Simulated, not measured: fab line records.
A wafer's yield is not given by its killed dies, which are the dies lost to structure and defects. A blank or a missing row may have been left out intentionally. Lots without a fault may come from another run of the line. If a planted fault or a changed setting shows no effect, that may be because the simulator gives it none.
Which tool is to blame? || flow sky130 || 13 lots, 39 wafers sampled, at 4 steps of a route of 708

## WHAT THE GAUGES SHOWED, per wafer
SKY_LDD_LDN_OVL_MEAS_07. Usual: LDD_LDN_OVL 1.0 nm, standard deviation 1.2.
{"lot": "L377", "measured": "day 22 18:04", "on": "overlay-02", "LDD_LDN_OVL (nm)": "1.3 2.2 1.7", "flag": ""}
{"lot": "L379", "measured": "day 23 12:47", "on": "overlay-01", "LDD_LDN_OVL (nm)": "0.2 0.5 0.8", "flag": ""}
{"lot": "L380", "measured": "day 23 23:56", "on": "overlay-02", "LDD_LDN_OVL (nm)": "0.3 -0.1 1.8", "flag": ""}
{"lot": "L381", "measured": "day 24 04:01", "on": "overlay-01", "LDD_LDN_OVL (nm)": "-0.8 -1.6 0.1", "flag": ""}
{"lot": "L382", "measured": "day 24 22:28", "on": "overlay-01", "LDD_LDN_OVL (nm)": "1.2 -0.3 3.5", "flag": ""}
{"lot": "L386", "measured": "day 26 05:47", "on": "overlay-01", "LDD_LDN_OVL (nm)": "-1.4 0.0 -0.3", "flag": ""}
{"lot": "L390", "measured": "day 27 21:40", "on": "overlay-01", "LDD_LDN_OVL (nm)": "2.7 3.2 2.4", "flag": ""}
{"lot": "L391", "measured": "day 28 04:38", "on": "overlay-01", "LDD_LDN_OVL (nm)": "1.2 1.0 1.0", "flag": ""}
{"lot": "L392", "measured": "day 28 10:32", "on": "overlay-02", "LDD_LDN_OVL (nm)": "-1.2 0.9 0.4", "flag": ""}
{"lot": "L394", "measured": "day 28 20:38", "on": "overlay-01", "LDD_LDN_OVL (nm)": "1.4 0.2 -0.4", "flag": ""}
{"lot": "L395", "measured": "day 29 07:29", "on": "overlay-01", "LDD_LDN_OVL (nm)": "-1.3 1.7 -0.4", "flag": ""}
{"lot": "L399", "measured": "day 31 06:19", "on": "overlay-02", "LDD_LDN_OVL (nm)": "1.1 -1.0 1.3", "flag": ""}
{"lot": "L400", "measured": "day 31 06:23", "on": "overlay-01", "LDD_LDN_OVL (nm)": "2.2 2.9 1.0", "flag": ""}

SKY_LDD_LDN_TW_MEAS_13. Usual: LDD_LDN_TW 1485, standard deviation 12.
{"lot": "L377", "measured": "day 22 18:49", "on": "film metro-03", "LDD_LDN_TW": "1492 1490 1493", "flag": ""}
{"lot": "L379", "measured": "day 23 13:31", "on": "film metro-03", "LDD_LDN_TW": "1490 1497 1489", "flag": ""}
{"lot": "L380", "measured": "day 24 00:40", "on": "film metro-02", "LDD_LDN_TW": "1467 1469 1469", "flag": ""}
{"lot": "L381", "measured": "day 24 04:45", "on": "film metro-01", "LDD_LDN_TW": "1488 1488 1489", "flag": ""}
{"lot": "L382", "measured": "day 24 23:13", "on": "film metro-01", "LDD_LDN_TW": "1488 1491 1494", "flag": ""}
{"lot": "L386", "measured": "day 26 06:31", "on": "film metro-02", "LDD_LDN_TW": "1473 1475 1485", "flag": ""}
{"lot": "L390", "measured": "day 27 22:25", "on": "film metro-02", "LDD_LDN_TW": "1471 1480 1468", "flag": ""}
{"lot": "L391", "measured": "day 28 05:22", "on": "film metro-02", "LDD_LDN_TW": "1473 1467 1469", "flag": ""}
{"lot": "L392", "measured": "day 28 11:16", "on": "film metro-02", "LDD_LDN_TW": "1474 1471 1475", "flag": ""}
{"lot": "L394", "measured": "day 28 21:22", "on": "film metro-02", "LDD_LDN_TW": "1468 1466 1476", "flag": ""}
{"lot": "L395", "measured": "day 29 08:13", "on": "film metro-01", "LDD_LDN_TW": "1503 1512 1501", "flag": ""}
{"lot": "L399", "measured": "day 31 07:04", "on": "film metro-02", "LDD_LDN_TW": "1474 1477 1473", "flag": ""}
{"lot": "L400", "measured": "day 31 07:08", "on": "film metro-01", "LDD_LDN_TW": "1487 1491 1497", "flag": ""}

## WHAT TOOL EACH LOT RAN ON (gives the tool, then ch and the chambers of the sampled wafers, and finally the start)
{"lot": "L377", "SKY_POLY_GATE_ETCH_15": "rie diel-03 ch 0,2,3, day 16 06:44", "SKY_LDD_LDN_DEVELOP_06": "litho track-01 ch 0, day 22 17:55"}
{"lot": "L379", "SKY_POLY_GATE_ETCH_15": "rie diel-02 ch 0,2,3, day 17 02:50", "SKY_LDD_LDN_DEVELOP_06": "litho track-04 ch 0, day 23 12:39"}
{"lot": "L380", "SKY_POLY_GATE_ETCH_15": "rie diel-04 ch 0,2,3, day 17 12:36", "SKY_LDD_LDN_DEVELOP_06": "litho track-01 ch 0, day 23 23:48"}
{"lot": "L381", "SKY_POLY_GATE_ETCH_15": "rie diel-04 ch 0,3, day 17 16:22", "SKY_LDD_LDN_DEVELOP_06": "litho track-03 ch 0, day 24 03:52"}
{"lot": "L382", "SKY_POLY_GATE_ETCH_15": "rie diel-02 ch 0,2, day 18 12:14", "SKY_LDD_LDN_DEVELOP_06": "litho track-01 ch 0, day 24 22:19"}
{"lot": "L386", "SKY_POLY_GATE_ETCH_15": "rie diel-02 ch 0,1, day 19 23:07", "SKY_LDD_LDN_DEVELOP_06": "litho track-04 ch 0, day 26 05:38"}
{"lot": "L390", "SKY_POLY_GATE_ETCH_15": "rie diel-02 ch 0,2,3, day 21 14:53", "SKY_LDD_LDN_DEVELOP_06": "litho track-01 ch 0, day 27 21:31"}
{"lot": "L391", "SKY_POLY_GATE_ETCH_15": "rie diel-03 ch 0,2, day 21 23:14", "SKY_LDD_LDN_DEVELOP_06": "litho track-04 ch 0, day 28 04:29"}
{"lot": "L392", "SKY_POLY_GATE_ETCH_15": "rie diel-03 ch 0,2, day 22 05:08", "SKY_LDD_LDN_DEVELOP_06": "litho track-01 ch 0, day 28 10:24"}
{"lot": "L394", "SKY_POLY_GATE_ETCH_15": "rie diel-04 ch 0,3, day 22 14:29", "SKY_LDD_LDN_DEVELOP_06": "litho track-04 ch 0, day 28 20:29"}
{"lot": "L395", "SKY_POLY_GATE_ETCH_15": "rie diel-02 ch 1,2, day 23 03:41", "SKY_LDD_LDN_DEVELOP_06": "litho track-04 ch 0, day 29 07:20"}
{"lot": "L399", "SKY_POLY_GATE_ETCH_15": "rie diel-04 ch 0,1,2, day 25 03:29", "SKY_LDD_LDN_DEVELOP_06": "litho track-01 ch 0, day 31 06:10"}
{"lot": "L400", "SKY_POLY_GATE_ETCH_15": "rie diel-04 ch 0,1,3, day 25 05:01", "SKY_LDD_LDN_DEVELOP_06": "litho track-04 ch 0, day 31 06:17"}
- SKY_POLY_GATE_ETCH_15: etches BARC in N2/H2, stops on SiO2, time 118.5 s, target depth 110 nm.
- SKY_LDD_LDN_DEVELOP_06: develop time 60 s.

## AS READ BY THE TOOLS THEMSELVES (means over the sampled wafers that have a number; for cases with no such wafer, the mark the record gives instead)
SKY_POLY_GATE_ETCH_15. Usual: drypump motor current A 5.7 A, standard deviation 0.49; oes product au 0.716 a.u., standard deviation 0.0049; rf fwd power W 497.3 W, standard deviation 1.9; throttle valve pct 13.212 %, standard deviation 0.0094.
{"lot": "L377", "tool": "rie diel-03", "drypump motor current A (A)": 5.6, "oes product au (a.u.)": 0.716, "rf fwd power W (W)": 497.1, "throttle valve pct (%)": 13.216, "flag": ""}
{"lot": "L379", "tool": "rie diel-02", "drypump motor current A (A)": 5.6, "oes product au (a.u.)": 0.719, "rf fwd power W (W)": 498.5, "throttle valve pct (%)": 13.209, "flag": ""}
{"lot": "L380", "tool": "rie diel-04", "drypump motor current A (A)": 5.6, "oes product au (a.u.)": 0.713, "rf fwd power W (W)": 497.1, "throttle valve pct (%)": 13.214, "flag": ""}
{"lot": "L381", "tool": "rie diel-04", "drypump motor current A (A)": 6.0, "oes product au (a.u.)": 0.715, "rf fwd power W (W)": 496.1, "throttle valve pct (%)": 13.220, "flag": ""}
{"lot": "L382", "tool": "rie diel-02", "drypump motor current A (A)": 5.2, "oes product au (a.u.)": 0.722, "rf fwd power W (W)": 497.6, "throttle valve pct (%)": 13.215, "flag": ""}
{"lot": "L386", "tool": "rie diel-02", "drypump motor current A (A)": 5.5, "oes product au (a.u.)": 0.716, "rf fwd power W (W)": 498.2, "throttle valve pct (%)": 13.209, "flag": ""}
{"lot": "L390", "tool": "rie diel-02", "drypump motor current A (A)": 5.6, "oes product au (a.u.)": 0.716, "rf fwd power W (W)": 496.6, "throttle valve pct (%)": 13.213, "flag": ""}
{"lot": "L391", "tool": "rie diel-03", "drypump motor current A (A)": 5.3, "oes product au (a.u.)": 0.720, "rf fwd power W (W)": 496.9, "throttle valve pct (%)": 13.221, "flag": ""}
{"lot": "L392", "tool": "rie diel-03", "drypump motor current A (A)": 5.1, "oes product au (a.u.)": 0.713, "rf fwd power W (W)": 498.3, "throttle valve pct (%)": 13.206, "flag": ""}
{"lot": "L394", "tool": "rie diel-04", "drypump motor current A (A)": 5.9, "oes product au (a.u.)": 0.720, "rf fwd power W (W)": 494.8, "throttle valve pct (%)": 13.213, "flag": ""}
{"lot": "L395", "tool": "rie diel-02", "drypump motor current A (A)": 5.4, "oes product au (a.u.)": 0.717, "rf fwd power W (W)": 498.0, "throttle valve pct (%)": 13.204, "flag": ""}
{"lot": "L399", "tool": "rie diel-04", "drypump motor current A (A)": 5.7, "oes product au (a.u.)": 0.713, "rf fwd power W (W)": 496.9, "throttle valve pct (%)": 13.215, "flag": ""}
{"lot": "L400", "tool": "rie diel-04", "drypump motor current A (A)": 5.9, "oes product au (a.u.)": 0.711, "rf fwd power W (W)": 496.6, "throttle valve pct (%)": 13.209, "flag": ""}

SKY_LDD_LDN_DEVELOP_06. Usual: developer temp C 23.00 C, standard deviation 0.12; exhaust pa 45.0 Pa, standard deviation 0.83.
{"lot": "L377", "tool": "litho track-01", "developer temp C (C)": 22.92, "exhaust pa (Pa)": 44.0, "flag": ""}
{"lot": "L379", "tool": "litho track-04", "developer temp C (C)": 22.97, "exhaust pa (Pa)": 45.7, "flag": ""}
{"lot": "L380", "tool": "litho track-01", "developer temp C (C)": 22.82, "exhaust pa (Pa)": 45.8, "flag": ""}
{"lot": "L381", "tool": "litho track-03", "developer temp C (C)": 23.13, "exhaust pa (Pa)": 44.5, "flag": ""}
{"lot": "L382", "tool": "litho track-01", "developer temp C (C)": 22.94, "exhaust pa (Pa)": 44.8, "flag": ""}
{"lot": "L386", "tool": "litho track-04", "developer temp C (C)": 23.01, "exhaust pa (Pa)": 45.3, "flag": ""}
{"lot": "L390", "tool": "litho track-01", "developer temp C (C)": 22.24, "exhaust pa (Pa)": 45.5, "flag": "OFF"}
{"lot": "L391", "tool": "litho track-04", "developer temp C (C)": 22.97, "exhaust pa (Pa)": 45.1, "flag": ""}
{"lot": "L392", "tool": "litho track-01", "developer temp C (C)": 22.12, "exhaust pa (Pa)": 44.5, "flag": "OFF"}
{"lot": "L394", "tool": "litho track-04", "developer temp C (C)": 23.08, "exhaust pa (Pa)": 44.4, "flag": ""}
{"lot": "L395", "tool": "litho track-04", "developer temp C (C)": 22.99, "exhaust pa (Pa)": 44.2, "flag": ""}
{"lot": "L399", "tool": "litho track-01", "developer temp C (C)": 23.03, "exhaust pa (Pa)": 46.8, "flag": ""}
{"lot": "L400", "tool": "litho track-04", "developer temp C (C)": 22.96, "exhaust pa (Pa)": 46.0, "flag": ""}

## THE ANSWER, worked out from the rows above alone
Rule: a lot counts as off when the mean over its wafers that have a number is more than 3 standard deviations away from the usual mean. Also off: a lot with no number at a reading for which 4 or more lots have one. The other lots that the step has rows for count as sound. Order of review: gauges by route order, followed by the tools' own readings, for which a lot's mean as printed above is used. At the first step where some lot is off, the reading lying furthest off is the one used; lots without a number count as furthest.
Off: L390, L392 (SKY_LDD_LDN_DEVELOP_06, developer temp C).
A tool fits if, at that step or a process step before it, it ran every lot that is off, and no sound lot after the first of them. Of those tried, none fits.

## WHAT THE SIMULATOR PUT IN
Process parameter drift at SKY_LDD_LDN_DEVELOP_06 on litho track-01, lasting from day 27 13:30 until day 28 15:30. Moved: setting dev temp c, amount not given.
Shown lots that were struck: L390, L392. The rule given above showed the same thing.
